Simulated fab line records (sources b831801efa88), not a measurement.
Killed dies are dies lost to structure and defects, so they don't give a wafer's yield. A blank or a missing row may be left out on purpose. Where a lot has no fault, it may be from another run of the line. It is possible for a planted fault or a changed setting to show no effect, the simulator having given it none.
Chamber matching	flow sky130	SKY_VIA1_CMP_24 on cmp-02: 4 sister chambers
The step polishes, stops on SiO2, t overpolish 15 s, target thk 0 nm. 24 wafers are shown with their chamber, then 12 later ones without.

## WAFERS WITH THEIR CHAMBER
wafer	chamber	motor_current_A (A)	time_to_endpoint_s (s)	platen_rpm (rpm)
L078.3	3	11.1	64.4	59.98
L078.4	2	11.3	70.1	60.02
L078.6	2	11.7	71.5	60.03
L081.1	2	10.7	67.5	59.97
L081.4	0	11.5	69.8	59.99
L081.5	1	11.9	66.9	59.99
L080.1	3	10.3	69.0	60.01
L080.3	0	11.9	71.1	60.00
L080.6	2	11.4	69.3	59.99
L079.2	2	11.2	65.9	60.00
L079.3	1	11.5	64.4	60.00
L079.5	0	12.1	66.5	59.97
L082.1	3	10.4	66.2	60.04
L082.2	0	12.0	69.3	60.01
L082.4	1	11.5	66.6	60.00
L085.3	2	11.4	65.1	60.03
L085.4	3	10.9	63.5	59.97
L085.6	3	11.5	63.9	60.01
L084.1	2	10.7	68.4	59.96
L084.2	0	11.8	70.3	59.96
L084.5	0	11.8	68.5	59.93
L088.3	2	11.9	62.3	60.00
L088.5	1	11.2	65.1	59.98
L088.6	2	11.4	65.2	60.05

SIGNATURES, as means of the wafers listed above
reading	chamber 0	chamber 1	chamber 2	chamber 3	scatter within a chamber
motor_current_A	11.850	11.525	11.300	10.840	0.37
time_to_endpoint_s	69.250	65.750	67.256	65.400	2.29
platen_rpm	59.9767	59.9925	60.0056	60.0020	0.0271
Rule: a wafer's distance from a chamber is the root of the sum, over the readings, of the square of ((its reading less the chamber's mean) divided by the reading's scatter). The wafer belongs to the nearest chamber; if the next one is less than 2 further off, it can't be placed. The scatter is the square root of a quotient: the sum, over the shown wafers, of each reading's squared deviation from its chamber's mean, divided by wafers minus chambers.

## WAFERS WITHOUT THEIR CHAMBER
wafer	motor_current_A (A)	time_to_endpoint_s (s)	platen_rpm (rpm)
L089.3	11.8	66.7	60.01
L089.5	11.7	66.5	59.98
L089.6	11.4	68.2	59.92
L092.1	12.0	61.6	59.99
L092.3	10.7	64.2	60.01
L092.4	11.8	65.1	59.96
L094.3	10.4	61.6	60.05
L094.4	11.7	63.8	60.03
L094.6	12.2	61.7	60.01
L097.1	11.6	67.2	60.06
L097.4	11.4	68.3	60.03
L097.5	11.2	65.3	60.00

## WHICH CHAMBER EACH ONE RAN IN
wafer	from the rows above	in truth
L089.3	can't be placed: 1 or 2 or 0 or 3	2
L089.5	can't be placed: 1 or 0 or 2 or 3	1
L089.6	can't be placed: 0 or 1 or 2 or 3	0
L092.1	can't be placed: 1 or 2 or 0 or 3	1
L092.3	can't be placed: 3 or 2 or 1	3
L092.4	can't be placed: 1 or 0 or 2 or 3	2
L094.3	can't be placed: 3 or 2 or 1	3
L094.4	can't be placed: 1 or 2 or 3 or 0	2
L094.6	can't be placed: 1 or 2 or 0 or 3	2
L097.1	can't be placed: 2 or 1 or 3 or 0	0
L097.4	can't be placed: 2 or 1 or 3 or 0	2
L097.5	can't be placed: 2 or 1 or 3 or 0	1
Correct placement for 0 of the 12. Unplaceable from these rows: 12, with the true chamber sitting among the candidates in 12. Wrongly placed: 0.
